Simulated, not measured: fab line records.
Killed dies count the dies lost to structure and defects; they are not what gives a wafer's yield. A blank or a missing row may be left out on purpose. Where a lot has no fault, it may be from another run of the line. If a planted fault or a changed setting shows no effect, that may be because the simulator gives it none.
Comparing a struck lot with a sound one | flow sky130 | 16 steps out of a route of 708
Sound: wafers L988.2, L988.4, L988.6. Struck: wafers L997.1, L997.3, L997.4. Last of all comes the cause.
At each step with rows: each side's tool, then ch and its chambers, then its first start. Under that, the readings that differ: sound wafers | struck wafers | difference of the means | sigmas: that difference in standard deviations of wafers without a fault.
alike: a reading whose means differ by less than 2 such deviations, as well as words and numbers matching on both sides. not compared: withheld readings; readings where some wafer has no value; bounds like >300 that might hide an equal value; numbers whose values overlap and for which the record gives no deviation.
The two part at a step that has a row with sigmas, a row that says differs or no value, or rows on one side only. When numbers do not overlap yet have no deviation, they are printed without sigmas and do not part them. Lack of a reading on every wafer of one side parts them only where that side has two or more wafers.

SKY_LDD_HVN_OVL_MEAS_07:
  sound: overlay-01 at day 20 08:04; struck: overlay-02 at day 23 17:13
  alike: LDD_HVN_OVL
following that, these wafers have no rows for 1 step: SKY_LDD_HVN_IMPLANT_08.
SKY_LDD_HVN_STRIP_09: strips in O2/N2.
  sound on plasma-asher-03 ch 0,1, day 20 08:15; struck on plasma-asher-04 ch 0,1, day 23 17:24
  alike: drypump-motor-current-A, oes-product-au, strip-time-to-endpoint-s
  not compared: rf-hours-counter-h
SKY_LDD_HVN_TW_MEAS_10:
  sound: film-metro-01 at day 20 08:22; struck: film-metro-04 at day 23 17:30
  alike: LDD_HVN_TW
then, 7 steps without rows for these wafers: SKY_LDD_HVP_DEHYDRATE_00 (time 60 s); SKY_LDD_HVP_HMDS_01 (prime time 60 s); SKY_LDD_HVP_COAT_02 (resist thk 300 nm); SKY_LDD_HVP_SOFTBAKE_03 (time 60 s); SKY_LDD_HVP_EXPOSE_04 (exposes mask HVPTM, target cd 700 nm); SKY_LDD_HVP_PEB_05; SKY_LDD_HVP_DEVELOP_06 (develop time 60 s).
SKY_LDD_HVP_OVL_MEAS_07:
  sound: overlay-02 at day 21 14:41; struck: overlay-01 at day 24 23:19
  alike: LDD_HVP_OVL
SKY_LDD_HVP_IMPLANT_08:
  sound on implanter-04 ch 0, day 21 14:44; struck on implanter-01 ch 0, day 24 23:21
  reading                   | sound                | struck               | difference | sigmas
  beam-energy-keV           | 20.001 19.992 20.001 | 23.649 23.637 23.647 | +3.646     | +99 or more
  model.implant.rp-nm (nm)  | 62.17 62.17 62.17    | 75.02 75.02 75.02    | +12.85     |
  model.implant.drp-nm (nm) | 28.53 28.53 28.53    | 33.62 33.62 33.62    | +5.09      |
SKY_LDD_HVP_STRIP_09: strips in O2/N2.
  sound on plasma-asher-03 ch 0,1, day 21 14:52; struck on plasma-asher-03 ch 0,1, day 24 23:30
  alike: drypump-motor-current-A, oes-product-au, strip-time-to-endpoint-s
  not compared: rf-hours-counter-h
SKY_LDD_HVP_TW_MEAS_10:
  sound: film-metro-03 at day 21 14:58; struck: film-metro-04 at day 24 23:49
  reading    | sound             | struck            | difference | sigmas
  LDD_HVP_TW | 448.5 451.9 450.5 | 470.7 469.7 470.7 | +20.1      | +10
  not compared: hold
-- the record jumps here: 23 days lie between the struck wafers' starts before and after (it left off in module LDD_HVP and takes up again in module PAD_OPEN, whose first step shown is number 708 of the route) --
SKY_PAD_OPEN_PROBE_99:
  sound: prober-02 at day 45 18:57; struck: prober-01 at day 48 04:30
  reading                                   | sound                | struck               | difference | sigmas
  model.etest.tip_p_5v.rs-ohm-sq            | 2882 2901 2882       | 2737 2734 2734       | -153       |
  model.etest.pfet-g5v0d10v5.off-log10-a-um | -12.83 -12.82 -12.95 | -12.07 -11.83 -11.93 | +0.92      |
  alike: killed_at_M0_to_M3, killed_at_M4_up, killed-at-contacts, killed-at-front-end, killed-at-other, killed-dies, killed-open, killed-short

== WHERE THEY PART ==
At SKY_LDD_HVP_IMPLANT_08 first; at SKY_LDD_HVP_TW_MEAS_10 last (within this record only). Later steps at which nothing parts them and some readings are alike: SKY_PAD_OPEN_PROBE_99.

WHY: the cause the simulator had injected
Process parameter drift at SKY_LDD_HVP_IMPLANT_08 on implanter-01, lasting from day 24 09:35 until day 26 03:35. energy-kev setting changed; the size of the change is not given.
